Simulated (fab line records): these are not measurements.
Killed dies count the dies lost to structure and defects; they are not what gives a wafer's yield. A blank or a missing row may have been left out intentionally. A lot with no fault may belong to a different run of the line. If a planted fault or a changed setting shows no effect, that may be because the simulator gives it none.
The tool behind it: which one? ; flow sky130 ; Sampling: 11 lots, 33 wafers, 2 of 708 route steps

== WHAT EACH GAUGE READ, for each wafer ==
SKY_PASSIVATION_THK_MEAS_01.
lot;measured;on;PASSIVATION_CVD_00_THK (nm)
L102;day 44 11:51;filmMetro-01;91.0 89.0 91.6
L103;day 44 17:36;filmMetro-04;89.2 86.3 92.0
L104;day 44 22:50;filmMetro-03;88.0 89.7 91.4
L105;day 45 10:34;filmMetro-03;88.2 90.7 91.3
L108;day 45 20:43;filmMetro-03;91.5 90.4 92.1
L111;day 46 23:07;filmMetro-03;90.4 92.2 89.9
L115;day 47 23:45;filmMetro-03;91.9 89.3 90.1
L117;day 48 08:58;filmMetro-01;88.8 91.8 87.8
L118;day 48 10:14;filmMetro-04;90.7 90.6 92.3
L121;day 49 05:51;filmMetro-03;89.3 91.6 90.1
L123;day 49 13:32;filmMetro-04;90.6 91.0 91.3

== WHAT TOOL EACH LOT RAN ON (gives the tool, then ch and the chambers of the sampled wafers, and finally the start) ==
lot;SKY_VIA4_STRIP_13
L102;plasmaAsher-02 ch 0,1, day 43 10:50
L103;plasmaAsher-02 ch 0,1, day 43 16:32
L104;plasmaAsher-03 ch 0,1, day 43 22:14
L105;plasmaAsher-03 ch 0,1, day 44 09:28
L108;plasmaAsher-01 ch 0,1, day 44 20:05
L111;plasmaAsher-01 ch 1, day 46 00:14
L115;plasmaAsher-03 ch 0,1, day 47 01:14
L117;plasmaAsher-02 ch 0,1, day 47 11:02
L118;plasmaAsher-03 ch 0,1, day 47 12:47
L121;plasmaAsher-03 ch 0,1, day 48 07:49
L123;plasmaAsher-02 ch 0,1, day 48 16:56
- SKY_VIA4_STRIP_13: strips in O2/N2.

== THE ANSWER, worked out from the rows above alone ==
Rule: usual is defined by the lots themselves. The widest of any qualifying gaps counts: lots, ordered by their means at a reading, are off when they make up no more than a third of the lots, leave a main group of 4 or more, and stand apart from it by 3 or more times the standard deviation of that group's means. If all means in a main group match to the digits the tables above print for the reading, that group is not used. Also off: a lot with no number at a reading for which 4 or more lots have one. All remaining lots with rows at the step are treated as sound.
No lot is off on any of the readings shown, so nothing can be concluded from this.

== WHAT THE SIMULATOR HAD PUT IN ==
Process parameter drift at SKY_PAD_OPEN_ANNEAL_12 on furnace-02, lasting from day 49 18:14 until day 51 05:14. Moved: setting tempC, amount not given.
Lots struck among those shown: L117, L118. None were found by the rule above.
